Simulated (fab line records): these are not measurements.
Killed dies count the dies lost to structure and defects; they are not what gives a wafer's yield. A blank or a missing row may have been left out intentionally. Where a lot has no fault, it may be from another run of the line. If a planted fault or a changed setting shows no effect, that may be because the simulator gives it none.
fab line records	flow sky130
record lots=11	wafers=33	last_day=50
route steps=708 shown VT_ADJUST_LVTN@110 SONOS_ONO@183 GATE_OXIDE@189 LDD_LDN@296
lots with no fault: from the same line, run without faults
start_h: hours from the record's opening day to when the first of the lot's shown wafers began	wait_h: hours elapsed since this lot's preceding step	" same as the row above	L1.1+2: a row that stands for several wafers	- either no value or no given start	* or withheld: withheld	< > ~ a bound
route shown NAME@n: NAME is a module with steps in the file, n the number in the route of the first one	usual: mean/standard deviation of fault-free wafers	same: alike in all rows	chamber/n: place in a boat	sites: per-site readings	_std_site: the standard deviation of these	_edge_site: inner sites' mean taken away from outer sites' mean	radius_mm: how far each site lies from the wafer's centre	mask NAME#n: copy n	behind: the last tool/chamber to shape the wafer	hold: cause of the lot's hold/its duration in hours/its outcome	device: whichever transistor did not switch (one of n, p or np)	end of line: the same wafers' tests at the end of the route	step lacking rows: just its recipe	killed: dies that structure and defects cost at the first sort, which is not the same as the wafer's yield	map: the dies of a wafer, with x for killed, . for not killed, _ for no die there
set.NAME: the run value of the setting; set.NAME@STEP: its run value at that earlier step	model.NAME: the simulator's own value behind a step, which no gauge read
the route's steps for a sample of lots (tables are steps, rows are wafers)
services: the hour from which a tool's chamber was out of use, counted from the record's first day as start_h (under 0 if before that day), plus the number of hours and why
## steps
# step SKY_VT_ADJUST_LVTN_COAT_13
# recipe resist=NOVOLAK	spin_rpm=3000	resist_thk_nm=1140
# usual resist_line_temp_C=22.98/0.1	spin_speed_rpm=3000.2/1.7
lot.wafer	tool	chamber	start_h	wait_h	resist_line_temp_C	spin_speed_rpm
L797.2	litho_track-04	0	147.65	0.1	23.03	3000.1
L797.3	"	0	"	"	22.92	3001.2
L797.5	"	0	"	"	22.93	2998.0
L798.1	litho_track-02	0	168.51	0.1	22.74	2997.5
L798.5	"	0	"	"	23.02	2996.1
L798.6	"	0	"	"	22.76	2998.2
L799.1	litho_track-01	0	168.89	0.1	23.05	3001.7
L799.2	"	0	"	"	23.06	3001.0
L799.4	"	0	"	"	22.98	3000.6
L802.1	litho_track-01	0	179.44	0.1	23.01	2999.3
L802.4	"	0	"	"	22.99	3001.8
L802.6	"	0	"	"	22.85	3002.3
L805.2	litho_track-04	0	203.30	0.1	23.00	3000.9
L805.5	"	0	"	"	22.91	3003.9
L805.6	"	0	"	"	22.83	3001.0
L806.2	litho_track-04	0	215.40	0.1	22.89	2948.0
L806.4	"	0	"	"	22.89	2948.6
L806.6	"	0	"	"	22.97	2946.3
L807.1	litho_track-04	0	219.82	0.1	22.94	2946.8
L807.3	"	0	"	"	22.86	2950.2
L807.4	"	0	"	"	22.88	2947.5
L813.1	litho_track-02	0	264.71	0.1	23.12	3002.3
L813.4	"	0	"	"	23.26	3001.1
L813.6	"	0	"	"	23.05	3001.7
L817.1	litho_track-02	0	299.96	0.1	23.02	3001.8
L817.3	"	0	"	"	22.92	3001.3
L817.5	"	0	"	"	22.88	3002.9
L819.2	litho_track-02	0	309.13	0.1	22.98	3001.2
L819.5	"	0	"	"	23.05	3000.0
L819.6	"	0	"	"	23.06	3000.2
L820.2	litho_track-04	0	309.80	0.1	22.78	2997.9
L820.3	"	0	"	"	22.80	2999.3
L820.4	"	0	"	"	22.77	2997.9
# step SKY_VT_ADJUST_LVTN_STRIP_20
# recipe chemistry=O2/N2	power_w=1400	pressure_mtorr=1500	platen_temp_c=withheld	o2_flow_sccm=3000	n2_flow_sccm=300	overash_fraction=0.5
# usual drypump_motor_current_A=5.6/0.39	oes_product_au=0.716/0.0048	strip_time_to_endpoint_s=14.19/0.033
# same overash_fraction=0.5
lot.wafer	tool	chamber	start_h	wait_h	drypump_motor_current_A	oes_product_au	rf_hours_counter_h	strip_time_to_endpoint_s
L797.2	plasma_asher-02	0	158.37	0.1	5.9	0.724	3	14.17
L797.3	"	0	"	"	5.9	0.719	-	14.14
L797.5	"	0	"	"	5.9	0.718	-	14.18
L798.1	plasma_asher-04	0	179.59	0.1	5.7	0.712	53	14.26
L798.5	"	1	"	"	5.1	0.728	-	14.17
L798.6	"	0	"	"	5.7	0.718	-	14.24
L799.1	plasma_asher-04	1	179.89	0.1	5.1	0.717	53	14.11
L799.2	"	0	"	"	5.8	0.709	53	14.15
L799.4	"	1	"	"	5.1	0.714	-	14.19
L802.1	plasma_asher-04	0	189.59	0.1	5.8	0.716	54	14.23
L802.4	"	1	"	"	5.1	0.716	-	14.19
L802.6	"	1	"	"	5.1	0.710	-	14.19
L805.2	plasma_asher-04	0	213.81	0.1	5.7	0.718	56	14.16
L805.5	"	0	"	"	5.8	0.714	-	14.15
L805.6	"	1	"	"	5.1	0.711	-	14.22
L806.2	plasma_asher-02	1	226.91	0.1	5.4	0.720	10	14.24
L806.4	"	0	"	"	5.9	0.733	-	14.24
L806.6	"	0	"	"	5.9	0.721	-	14.28
L807.1	plasma_asher-04	1	230.51	0.1	5.1	0.717	58	14.31
L807.3	"	1	"	"	5.1	0.715	-	14.31
L807.4	"	0	"	"	5.8	0.716	-	14.31
L813.1	plasma_asher-01	1	276.66	0.1	6.3	0.714	49	14.20
L813.4	"	1	"	"	6.3	0.713	-	14.22
L813.6	"	0	"	"	5.3	0.715	-	14.19
L817.1	plasma_asher-02	1	313.19	0.1	5.4	0.717	19	14.21
L817.3	"	1	"	"	5.4	0.714	-	14.22
L817.5	"	0	"	"	5.9	0.710	-	14.17
L819.2	plasma_asher-02	0	322.57	0.1	5.9	0.716	20	14.16
L819.5	"	1	"	"	5.4	0.720	-	14.20
L819.6	"	0	"	"	5.9	0.719	-	14.20
L820.2	plasma_asher-01	0	323.86	0.1	5.3	0.713	54	14.19
L820.3	"	0	"	"	5.3	0.709	-	14.19
L820.4	"	1	"	"	6.3	0.711	-	14.21
# step SKY_SONOS_ONO_ETCH_15
# recipe target_depth_nm=19.52	chemistry=CHF3/O2	source_w=600	bias_w=200	pressure_mtorr=40	chf3_flow_sccm=50	O2_flow_sccm=5	time_s=7.8
# usual bias_w=200.1/0.55	drypump_motor_current_A=5.7/0.33	oes_product_au=1.000/0.01	throttle_valve_pct=8.825/0.0089
# same time_s=7.8
lot.wafer	tool	chamber	start_h	wait_h	bias_w	drypump_motor_current_A	oes_product_au	rf_hours_counter_h	throttle_valve_pct
L797.2	rie_diel-03	2	273.98	0.0	201.0	5.7	1.011	122	8.830
L797.3	"	0	"	"	201.0	5.4	1.010	69	8.819
L797.5	"	2	"	"	200.2	5.7	1.016	-	8.839
L798.1	rie_diel-02	3	299.81	0.0	199.2	5.5	0.993	136	8.844
L798.5	"	3	"	"	199.9	5.5	0.993	-	8.809
L798.6	"	0	"	"	200.2	6.1	1.012	-	8.817
L799.1	rie_diel-04	0	300.03	0.0	199.8	5.9	1.002	85	8.832
L799.2	"	1	"	"	199.3	5.7	1.002	8	8.828
L799.4	"	3	"	"	200.1	5.9	0.981	48	8.816
L802.1	rie_diel-04	3	320.66	0.0	200.1	5.9	0.996	49	8.812
L802.4	"	0	"	"	199.4	5.9	0.998	86	8.828
L802.6	"	1	"	"	201.0	5.7	1.006	-	8.816
L805.2	rie_diel-02	0	346.73	0.0	200.8	6.2	1.007	100	8.825
L805.5	"	3	"	"	199.5	5.5	1.006	-	8.814
L805.6	"	2	"	"	200.2	5.5	0.996	-	8.823
L806.2	rie_diel-03	2	357.96	0.0	199.6	5.7	1.012	0	8.817
L806.4	"	2	"	"	200.6	5.7	0.998	-	8.813
L806.6	"	0	"	"	200.0	5.4	1.014	-	8.816
L807.1	rie_diel-03	2	362.23	0.0	200.5	5.7	1.009	0	8.827
L807.3	"	0	"	"	199.5	5.4	1.005	71	8.828
L807.4	"	0	"	"	199.5	5.4	1.009	-	8.829
L813.1	rie_diel-04	1	415.96	0.0	199.8	5.7	1.006	10	8.838
L813.4	"	0	"	"	199.7	5.9	1.002	87	8.826
L813.6	"	0	"	"	198.9	5.9	1.013	-	8.826
L817.1	rie_diel-03	3	461.58	0.0	200.0	4.9	0.992	2	8.826
L817.3	"	2	"	"	200.9	5.7	1.005	2	8.817
L817.5	"	2	"	"	200.2	5.7	1.016	-	8.843
L819.2	rie_diel-02	2	471.58	0.0	200.7	5.5	1.012	77	8.827
L819.5	"	1	"	"	200.6	5.6	1.003	-	8.824
L819.6	"	2	"	"	200.3	5.5	0.993	-	8.832
L820.2	rie_diel-03	2	473.16	0.0	200.8	5.7	1.012	2	8.817
L820.3	"	0	"	"	199.7	5.4	0.988	73	8.837
L820.4	"	3	"	"	200.2	4.9	0.991	2	8.848
# step SKY_GATE_OXIDE_THK_MEAS_02
# recipe reads=SiO2_of_GATE_OXIDE_OXIDATION_01
# usual GATE_OXIDE_OXIDATION_00_THK=10.14/0.2
lot.wafer	tool	chamber	start_h	wait_h	GATE_OXIDE_OXIDATION_00_THK[nm]
L797.2	film_metro-02	-	275.73	0.0	10.05
L797.3	"	-	"	"	10.10
L797.5	"	-	"	"	9.92
L798.1	film_metro-01	-	304.20	0.0	9.94
L798.5	"	-	"	"	10.05
L798.6	"	-	"	"	10.08
L799.1	film_metro-02	-	304.20	0.0	9.99
L799.2	"	-	"	"	10.27
L799.4	"	-	"	"	10.24
L802.1	film_metro-01	-	323.58	0.0	10.32
L802.4	"	-	"	"	10.36
L802.6	"	-	"	"	10.29
L805.2	film_metro-02	-	349.58	0.0	9.99
L805.5	"	-	"	"	10.10
L805.6	"	-	"	"	10.08
L806.2	film_metro-01	-	359.70	0.0	10.25
L806.4	"	-	"	"	10.27
L806.6	"	-	"	"	10.08
L807.1	film_metro-02	-	366.65	0.0	10.31
L807.3	"	-	"	"	10.33
L807.4	"	-	"	"	10.31
L813.1	film_metro-02	-	419.09	0.0	10.10
L813.4	"	-	"	"	10.16
L813.6	"	-	"	"	10.02
L817.1	film_metro-04	-	463.73	0.0	10.58
L817.3	"	-	"	"	10.61
L817.5	"	-	"	"	10.61
L819.2	film_metro-02	-	473.31	0.0	10.03
L819.5	"	-	"	"	10.15
L819.6	"	-	"	"	10.10
L820.2	film_metro-02	-	474.89	0.0	10.41
L820.3	"	-	"	"	10.57
L820.4	"	-	"	"	10.39
# step SKY_LDD_LDN_OVL_MEAS_07
# usual LDD_LDN_OVL=-0.5/1.5
lot.wafer	tool	chamber	start_h	wait_h	LDD_LDN_OVL[nm]
L797.2	overlay-01	-	515.16	0.1	0.1
L797.3	"	-	"	"	-1.8
L797.5	"	-	"	"	-0.5
L799.1	overlay-01	-	546.32	0.1	1.2
L799.2	"	-	"	"	1.5
L799.4	"	-	"	"	0.0
L798.1	overlay-01	-	548.00	0.1	1.2
L798.5	"	-	"	"	-1.0
L798.6	"	-	"	"	0.6
L802.1	overlay-02	-	571.02	0.1	-2.1
L802.4	"	-	"	"	-3.8
L802.6	"	-	"	"	-3.4
L805.2	overlay-02	-	597.08	0.1	-3.5
L805.5	"	-	"	"	-3.5
L805.6	"	-	"	"	-1.2
L806.2	overlay-02	-	610.73	0.1	-1.8
L806.4	"	-	"	"	0.0
L806.6	"	-	"	"	-1.9
L807.1	overlay-02	-	615.72	0.1	-1.5
L807.3	"	-	"	"	0.9
L807.4	"	-	"	"	-1.2
L813.1	overlay-01	-	666.20	0.1	-1.1
L813.4	"	-	"	"	1.4
L813.6	"	-	"	"	-0.9
L817.1	overlay-01	-	706.80	0.1	0.7
L817.3	"	-	"	"	0.4
L817.5	"	-	"	"	3.6
L819.2	overlay-02	-	715.23	0.1	-0.1
L819.5	"	-	"	"	0.3
L819.6	"	-	"	"	-0.5
L820.2	overlay-01	-	717.53	0.1	-1.1
L820.3	"	-	"	"	-1.4
L820.4	"	-	"	"	-0.8
## services
tool	chamber	start_h	hours	kind
rie_diel-04	-	131.39	28.1	pm
plasma_asher-02	-	136.46	2.8	pm
rie_diel-02	3	143.46	5.8	repair
rie_diel-02	2	150.53	2.6	repair
plasma_asher-02	-	193.85	0.6	repair
rie_diel-02	3	197.81	7.5	repair
rie_diel-04	2	206.89	3.3	repair
rie_diel-04	-	209.82	2.8	pm
rie_diel-03	3	213.20	22.7	repair
rie_diel-02	1	239.61	61.9	repair
rie_diel-03	2	255.97	3.2	repair
rie_diel-03	3	292.13	6.6	repair
plasma_asher-04	-	292.24	2.8	repair
rie_diel-04	3	306.16	12.6	repair
plasma_asher-02	-	326.86	28.1	pm
rie_diel-04	2	337.63	6.3	repair
rie_diel-02	2	348.37	14.1	repair
plasma_asher-02	-	373.87	12.6	repair
plasma_asher-04	-	381.32	0.6	repair
plasma_asher-04	-	391.98	3.4	repair
rie_diel-03	0	393.66	2.5	repair
rie_diel-02	2	401.21	1.4	repair
rie_diel-02	1	406.71	2.9	repair
rie_diel-04	1	439.18	2.7	repair
## key
first_sign step=SKY_VT_ADJUST_LVTN_COAT_13	reading=spin_speed_rpm	direction=down	sigmas=31	usual=3000.2	struck=2947.9
effect step=SKY_VT_ADJUST_LVTN_STRIP_20	reading=strip_time_to_endpoint_s	direction=up	sigmas=2.6	usual=*	struck=*
met_at SKY_VT_ADJUST_LVTN_COAT_13
struck_lots L806,L807
tester_left_out L806,L807
not_acting_at SKY_SONOS_ONO_ETCH_15,SKY_GATE_OXIDE_THK_MEAS_02,SKY_LDD_LDN_OVL_MEAS_07
onset_between 203.30 215.40
fault kind=process_parameter_drift	tool=litho_track-04	chamber=-	onset_h=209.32	steps=SKY_VT_ADJUST_LVTN_COAT_13	channel=spin_rpm	offset=-50.777	shape=step	end_h=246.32	acts_in=these_recipes_only	stated=3000
# tester_left_out: of these lots the tester's yield and bins aren't shown, on N5 and GAA mostly nor the transistor test; their killed dies are dies lost to structure and defects alone, not to doping, threshold or leakage, so they don't give the yield
